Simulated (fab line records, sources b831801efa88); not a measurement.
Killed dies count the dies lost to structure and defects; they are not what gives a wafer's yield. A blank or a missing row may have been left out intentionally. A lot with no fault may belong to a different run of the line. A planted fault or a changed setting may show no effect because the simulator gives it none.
Code-filled problem report in 8D (eight disciplines) form	flow sky130	the parts of the form that need people (team, actions taken, sign-off) are left out

1. WHAT IS WRONG
Across 3 wafers from 3 lots, LOCAL_INTERCONNECT_TIN_RS at SKY_LOCAL_INTERCONNECT_RS_MEAS_01 averages 12.46 ohm/sq, while fault-free wafers read 14.26 ohm/sq with a standard deviation of 0.2. Measured from the usual mean, that is -9.0 standard deviations.
The step: measures by four-point-probe.
First seen on wafer L425.5, day 31 08:10, on film metro-03. At this step, 27 wafers from 10 lots have a number in the record. The rule behind "out" and "out of limits": a value lying over 4 standard deviations away from the usual mean. The other wafers with a number count as sound.

2. WHAT IT IS AND WHAT IT IS NOT
question	is	is not
which readings at this step	LOCAL_INTERCONNECT_TIN_RS	-
which lots	L425, L427, L430	L420, L434, L435, L437, L439, L440, L442
which wafers of those lots	L425.5, L427.5, L430.5	L425.2, L427.2, L430.2
read on which gauges	film metro-02, film metro-03, film metro-04	-
when	from day 31 08:10	up to then (4 sound wafers); but 20 sound wafers of L427, L430, L434, L435, L437, L439, L440, L442 came after

3. WHAT RULES OUT EACH SUSPECT
Counting: if a tool at a process step up to the reading ran every lot that is out, it stays a suspect. Sound lots after the first of them don't rule it out here, since some wafers of a struck lot are sound.
- the gauge at SKY_LOCAL_INTERCONNECT_RS_MEAS_01 is ruled out. Those wafers that are out were read across 3 gauges (film metro-02, film metro-03, film metro-04).
- pvd sputter-04 at SKY_LOCAL_INTERCONNECT_SPUTTER_00 (material TiN, target thk 100 nm, time 83.3 s): kept. It ran every lot that is out, first L425 (day 31 08:04); its last sound lot up to then is L420 (day 29 08:03).
Left after counting: pvd sputter-04 at SKY_LOCAL_INTERCONNECT_SPUTTER_00.

4. THE CAUSE (what the simulator had put in)
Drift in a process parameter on pvd sputter-04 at SKY_LOCAL_INTERCONNECT_SPUTTER_00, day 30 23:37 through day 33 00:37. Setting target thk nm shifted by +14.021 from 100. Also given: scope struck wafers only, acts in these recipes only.
The count eliminated every tool but this one.

5. THE CHAIN OF EFFECTS, in route order
Each row: a reading where the mean over the struck wafers with a number is more than 3 standard deviations away from the usual. Only readings for which the record gives a usual standard deviation are gone through. hours: the time from each lot's start at the first step in this table that gives one to its start at this step, as a median over the lots. sigmas: the change in usual standard deviations.
hours	step	reading	usual	on struck wafers	change	sigmas
0	SKY_LOCAL_INTERCONNECT_RS_MEAS_01	LOCAL_INTERCONNECT_TIN_RS	14.26 ohm/sq	12.46	-1.80	-9.0
0	SKY_LOCAL_INTERCONNECT_THK_MEAS_02	LOCAL_INTERCONNECT_TIN_THK	99.5 nm	113.2	+13.7	+11
27	SKY_LOCAL_INTERCONNECT_METAL_ETCH_14	oes product au	0.938 a.u.	0.990	+0.052	+5.9
27	SKY_LOCAL_INTERCONNECT_METAL_ETCH_14	throttle valve pct	21.904 %	21.866	-0.038	-3.8
382	SKY_PAD_OPEN_PROBE_99	killed at contacts	23	278	+255	+49
382	SKY_PAD_OPEN_PROBE_99	killed dies	85	339	+254	+29
382	SKY_PAD_OPEN_PROBE_99	killed on rim	17	71	+54	+15
Process steps it contains:
- SKY_LOCAL_INTERCONNECT_METAL_ETCH_14: etches TiN in Cl2/BCl3, stops on PSG, target depth 110 nm, time 31.4 s.
- SKY_PAD_OPEN_PROBE_99

6. WHAT WOULD HAVE CAUGHT IT SOONER
Counted from the fault's start at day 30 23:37, it took 9 hours until the first out-of-limits reading at a measuring or inspecting step in this record, taken at day 31 08:10.
Of the tool readings at SKY_LOCAL_INTERCONNECT_SPUTTER_00 for which the record gives a usual standard deviation, none was out on any struck wafer, so an alarm limit of 4 standard deviations on them would not have fired.
Among the 3 lots that are out, L427, L430 began SKY_LOCAL_INTERCONNECT_SPUTTER_00 on pvd sputter-04 after day 31 08:10. A hold on the tool at that time would have spared those 2.
